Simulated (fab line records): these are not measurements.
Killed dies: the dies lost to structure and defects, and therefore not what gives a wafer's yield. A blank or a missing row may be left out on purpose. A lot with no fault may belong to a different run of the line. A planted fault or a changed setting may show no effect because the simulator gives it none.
Which of the tools did it?	flow gf180mcu	14 lots with 42 wafers sampled at 2 steps, on a route of 602 steps

== WHAT EACH GAUGE READ, for each wafer ==
GF_M5_OVL_MEAS_08.
lot	measured	on	M5_OVL (nm)
L271	day 27 02:04	overlay-01	5 11 9
L273	day 27 13:34	overlay-02	3 -1 9
L274	day 27 17:09	overlay-02	-3 1 -2
L275	day 28 07:51	overlay-02	-6 -1 -2
L276	day 28 13:16	overlay-01	1 -3 3
L277	day 29 02:13	overlay-02	6 7 12
L278	day 29 02:45	overlay-02	9 9 0
L279	day 29 18:56	overlay-01	2 -7 -1
L281	day 30 06:58	overlay-02	-11 -6 -4
L283	day 30 21:57	overlay-01	6 2 1
L289	day 32 01:28	overlay-01	-3 -10 -2
L290	day 32 09:03	overlay-02	-7 -1 -2
L291	day 32 14:31	overlay-01	3 -4 -2
L292	day 32 20:59	overlay-01	1 -3 -8

== EACH LOT AND THE TOOL THAT RAN IT (in order: tool; ch and the chambers of the sampled wafers; start) ==
lot	GF_MIM_SPUTTER_09
L271	pvdSputter-03, day 25 07:52
L273	pvdSputter-02, day 25 21:09
L274	pvdSputter-03, day 25 23:58
L275	pvdSputter-02, day 26 15:37
L276	pvdSputter-02, day 26 22:05
L277	pvdSputter-01, day 27 10:38
L278	pvdSputter-02, day 27 10:59
L279	pvdSputter-01, day 28 03:47
L281	pvdSputter-03, day 28 16:26
L283	pvdSputter-03, day 29 08:27
L289	pvdSputter-02, day 30 14:10
L290	pvdSputter-03, day 30 21:42
L291	pvdSputter-03, day 31 03:25
L292	pvdSputter-03, day 31 11:35
- GF_MIM_SPUTTER_09: material TiN, target thk 35 nm, time 29.2 s.

== AS READ BY THE TOOLS THEMSELVES (means over the sampled wafers that have a number; for cases with no such wafer, the mark the record gives instead) ==
GF_MIM_SPUTTER_09.
lot	tool	throttleValvePct (%)
L271	pvdSputter-03	28.4
L273	pvdSputter-02	30.2
L274	pvdSputter-03	28.4
L275	pvdSputter-02	29.9
L276	pvdSputter-02	30.1
L277	pvdSputter-01	29.8
L278	pvdSputter-02	29.9
L279	pvdSputter-01	29.6
L281	pvdSputter-03	29.6
L283	pvdSputter-03	28.7
L289	pvdSputter-02	29.8
L290	pvdSputter-03	29.5
L291	pvdSputter-03	29.0
L292	pvdSputter-03	28.3

== THE ANSWER, worked out from the rows above alone ==
Rule: usual is defined by the lots themselves. The widest of any qualifying gaps counts: lots, ordered by their means at a reading, are off when they make up no more than a third of the lots, leave a main group of 4 or more, and stand apart from it by 3 or more times the standard deviation of that group's means. If all means in a main group match to the digits the tables above print for the reading, that group is not used. A lot without any number at a reading at which 4 lots or more have one is off too. Any other lot the step has rows for is counted as sound. First the gauges in route order, then the tools' own readings, where a lot's mean is used as printed above. At the first step where some lot is off, the reading lying furthest off is the one used; lots without a number count as furthest.
No lot is off on any of the readings shown, so nothing can be concluded from this.

== WHAT THE SIMULATOR HAD PUT IN ==
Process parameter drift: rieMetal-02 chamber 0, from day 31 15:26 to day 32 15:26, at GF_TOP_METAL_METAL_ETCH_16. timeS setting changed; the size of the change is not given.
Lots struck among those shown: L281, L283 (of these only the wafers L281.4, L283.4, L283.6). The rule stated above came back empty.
